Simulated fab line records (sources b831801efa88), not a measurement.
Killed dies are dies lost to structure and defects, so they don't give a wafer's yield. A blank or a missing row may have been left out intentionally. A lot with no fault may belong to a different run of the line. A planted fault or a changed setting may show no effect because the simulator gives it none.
What tool caused it? | flow gf180mcu | 11 lots with 33 wafers sampled at 6 steps, on a route of 602 steps

## WHAT THE GAUGES READ, wafer by wafer
GF_V1_OVL_MEAS_15. Usual: V1_OVL 1 nm, standard deviation 4.8.
lot  | measured     | on         | V1_OVL (nm) | flag
L492 | day 17 17:38 | overlay-02 | 9 4 6       |
L496 | day 19 03:50 | overlay-02 | -8 -2 0     |
L498 | day 20 04:05 | overlay-01 | -1 -1 1     |
L500 | day 21 04:53 | overlay-01 | -2 -1 -5    |
L502 | day 22 00:29 | overlay-01 | 7 4 4       |
L503 | day 22 19:45 | overlay-02 | 5 7 2       |
L507 | day 24 10:26 | overlay-01 | 1 4 5       |
L511 | day 25 08:59 | overlay-02 | -2 7 -2     |
L514 | day 25 20:29 | overlay-01 | -2 7 -2     |
L513 | day 25 23:32 | overlay-02 | 8 3 5       |
L515 | day 26 11:18 | overlay-02 | 2 -8 -4     |

GF_M2_RS_MEAS_05: the measuring method here is four-point-probe. Usual: M2_ALCU_RS 0.0695 ohm/sq, standard deviation 0.00074.
lot  | measured     | on            | M2_ALCU_RS (ohm/sq)  | flag
L492 | day 17 19:16 | film-metro-01 | 0.0698 0.0706 0.0696 |
L496 | day 19 05:29 | film-metro-02 | 0.0688 0.0689 0.0686 |
L498 | day 20 05:43 | film-metro-02 | 0.0701 0.0697 0.0701 |
L500 | day 21 06:29 | film-metro-02 | 0.0680 0.0682 0.0674 |
L502 | day 22 02:08 | film-metro-02 | 7.0415 7.0609 7.0108 | OFF
L503 | day 22 21:24 | film-metro-02 | 7.0778 7.0975 7.1805 | OFF
L507 | day 24 12:04 | film-metro-01 | 0.0707 0.0709 0.0700 |
L511 | day 25 10:37 | film-metro-04 | 0.0700 0.0700 0.0698 |
L514 | day 25 22:07 | film-metro-02 | 0.0694 0.0694 0.0696 |
L513 | day 26 01:12 | film-metro-04 | 0.0705 0.0697 0.0703 |
L515 | day 26 12:55 | film-metro-02 | 0.0685 0.0690 0.0689 |

GF_M2_THK_MEAS_06: measures by xrf. Usual: M2_ALCU_THK 451 nm, standard deviation 4.7.
lot  | measured     | on            | M2_ALCU_THK (nm) | flag
L492 | day 17 19:23 | film-metro-01 | 447 443 448      |
L496 | day 19 05:35 | film-metro-02 | 458 457 456      |
L498 | day 20 05:50 | film-metro-02 | 446 450 447      |
L500 | day 21 06:37 | film-metro-02 | 459 457 465      |
L502 | day 22 02:14 | film-metro-02 | <0 <0 <0         | OFF
L503 | day 22 21:29 | film-metro-02 | <0 <0 <0         | OFF
L507 | day 24 12:10 | film-metro-01 | 445 445 452      |
L511 | day 25 10:44 | film-metro-04 | 445 447 448      |
L514 | day 25 22:13 | film-metro-02 | 449 451 450      |
L513 | day 26 01:17 | film-metro-04 | 449 454 448      |
L515 | day 26 13:02 | film-metro-02 | 454 455 454      |

## TOOL THAT RAN EACH LOT (tool first, then ch and the chambers of the sampled wafers, then the start)
lot  | GF_V1_ETCH_17                                 | GF_M2_SPUTTER_01             | GF_M2_SPUTTER_02
L492 | rie-diel-03 ch 2,3, day 17 19:08 or earlier   | pvd-sputter-02, day 17 19:08 | pvd-sputter-02, day 17 19:10
L496 | rie-diel-03 ch 0,2,3, day 19 05:19 or earlier | pvd-sputter-03, day 19 05:19 | pvd-sputter-03, day 19 05:21
L498 | rie-diel-02 ch 2,3, day 20 05:35 or earlier   | pvd-sputter-01, day 20 05:35 | pvd-sputter-01, day 20 05:37
L500 | rie-diel-01 ch 2,3, day 21 06:22 or earlier   | pvd-sputter-03, day 21 06:22 | pvd-sputter-03, day 21 06:24
L502 | rie-diel-02 ch 1,2,3, day 22 01:58 or earlier | pvd-sputter-02, day 22 01:58 | pvd-sputter-02, day 22 02:00
L503 | rie-diel-03 ch 0,1,3, day 22 21:13 or earlier | pvd-sputter-02, day 22 21:13 | pvd-sputter-02, day 22 21:15
L507 | rie-diel-02 ch 0,2,3, day 24 11:55 or earlier | pvd-sputter-02, day 24 11:55 | pvd-sputter-02, day 24 11:57
L511 | rie-diel-03 ch 1,3, day 25 10:29 or earlier   | pvd-sputter-02, day 25 10:29 | pvd-sputter-02, day 25 10:31
L514 | rie-diel-02 ch 0,3, day 25 21:58 or earlier   | pvd-sputter-02, day 25 21:58 | pvd-sputter-02, day 25 22:00
L513 | rie-diel-03 ch 1,2, day 26 01:02 or earlier   | pvd-sputter-02, day 26 01:02 | pvd-sputter-02, day 26 01:04
L515 | rie-diel-03 ch 0,2,3, day 26 12:48 or earlier | pvd-sputter-02, day 26 12:48 | pvd-sputter-02, day 26 12:50
- GF_V1_ETCH_17: etches SiO2 in C4F8/O2/Ar, stops on TiN, target depth 630 nm.
- GF_M2_SPUTTER_01: material TiN, target thk 30 nm, time 25 s.
- GF_M2_SPUTTER_02: material AlCu, target thk 450 nm, time 23.9 s.

## WHAT THE TOOLS THEMSELVES READ (means of the sampled wafers that have a number; where no wafer has one, the mark that the record gives instead)
GF_V1_ETCH_17. Usual: oes-product-au reads 0.855 a.u. (standard deviation 0.0051).
lot  | tool        | oes-product-au (a.u.) | flag
L492 | rie-diel-03 | 0.854                 |
L496 | rie-diel-03 | 0.857                 |
L498 | rie-diel-02 | 0.856                 |
L500 | rie-diel-01 | 0.853                 |
L502 | rie-diel-02 | 0.856                 |
L503 | rie-diel-03 | 0.852                 |
L507 | rie-diel-02 | 0.857                 |
L511 | rie-diel-03 | 0.860                 |
L514 | rie-diel-02 | 0.860                 |
L513 | rie-diel-03 | 0.858                 |
L515 | rie-diel-03 | 0.855                 |

GF_M2_SPUTTER_01. Usual: cathode-dc-power-W 6500.0 W, standard deviation 1.2; chamber-pressure-pa 0.4001 Pa, standard deviation 0.0008; throttle-valve-pct 29.7 %, standard deviation 1.4.
lot  | tool           | cathode-dc-power-W (W) | chamber-pressure-pa (Pa) | throttle-valve-pct (%) | flag
L492 | pvd-sputter-02 | 6501.0                 | 0.3999                   | 29.5                   |
L496 | pvd-sputter-03 | 6500.2                 | 0.4004                   | 28.7                   |
L498 | pvd-sputter-01 | 6499.7                 | 0.4003                   | 29.5                   |
L500 | pvd-sputter-03 | 6499.5                 | 0.4007                   | 28.8                   |
L502 | pvd-sputter-02 | 6501.3                 | 0.4010                   | 29.4                   |
L503 | pvd-sputter-02 | 6499.9                 | 0.4006                   | 30.2                   |
L507 | pvd-sputter-02 | 6501.2                 | 0.3995                   | 30.0                   |
L511 | pvd-sputter-02 | 6498.9                 | 0.4009                   | 29.6                   |
L514 | pvd-sputter-02 | 6500.3                 | 0.4004                   | 29.6                   |
L513 | pvd-sputter-02 | 6499.8                 | 0.3994                   | 29.6                   |
L515 | pvd-sputter-02 | 6500.1                 | 0.4007                   | 30.1                   |

GF_M2_SPUTTER_02. Usual: cathode-dc-power-W 10600 W, standard deviation 1.9; chamber-pressure-pa 0.4000 Pa, standard deviation 0.00085; throttle-valve-pct 29.8 %, standard deviation 1.4.
lot  | tool           | cathode-dc-power-W (W) | chamber-pressure-pa (Pa) | throttle-valve-pct (%) | flag
L492 | pvd-sputter-02 | 10599                  | 0.4005                   | 29.5                   |
L496 | pvd-sputter-03 | 10601                  | 0.4000                   | 28.9                   |
L498 | pvd-sputter-01 | 10601                  | 0.4004                   | 29.4                   |
L500 | pvd-sputter-03 | 10600                  | 0.3997                   | 28.8                   |
L502 | pvd-sputter-02 | -                      | -                        | -                      | OFF
L503 | pvd-sputter-02 | -                      | -                        | -                      | OFF
L507 | pvd-sputter-02 | 10600                  | 0.4003                   | 30.1                   |
L511 | pvd-sputter-02 | 10601                  | 0.4004                   | 29.8                   |
L514 | pvd-sputter-02 | 10599                  | 0.3999                   | 29.7                   |
L513 | pvd-sputter-02 | 10601                  | 0.4006                   | 29.6                   |
L515 | pvd-sputter-02 | 10601                  | 0.4001                   | 30.2                   |

## THE ANSWER, worked out from the rows above alone
Rule: a lot is off if the mean of its wafers that have a number lies more than 3 standard deviations from the usual mean. Also off: a lot with no number at a reading for which 4 or more lots have one. Where the step has rows for the other lots, those lots are counted as sound. After the gauges, taken in route order, come the tools' own readings; for these a lot's mean is taken, as printed above. The first step at which some lot is off is used, and at that step the reading that is off furthest; a lot without a number counts as furthest.
Off: L502, L503, seen at GF_M2_RS_MEAS_05 (M2_ALCU_RS).
A tool fits if, at a process step before that reading, it ran every lot that is off, and no sound lot after the first of them. The gauges at GF_M2_RS_MEAS_05 aren't tried: what is off there is off at GF_M2_SPUTTER_02 too, on other tools, and a gauge's error can't cause that. GF_V1_ETCH_17 gives no start for some lots, so the hours and the order of its lots are those of GF_M2_SPUTTER_01. Not one of the candidates tried fits.

## WHAT HAD BEEN PUT IN BY THE SIMULATOR
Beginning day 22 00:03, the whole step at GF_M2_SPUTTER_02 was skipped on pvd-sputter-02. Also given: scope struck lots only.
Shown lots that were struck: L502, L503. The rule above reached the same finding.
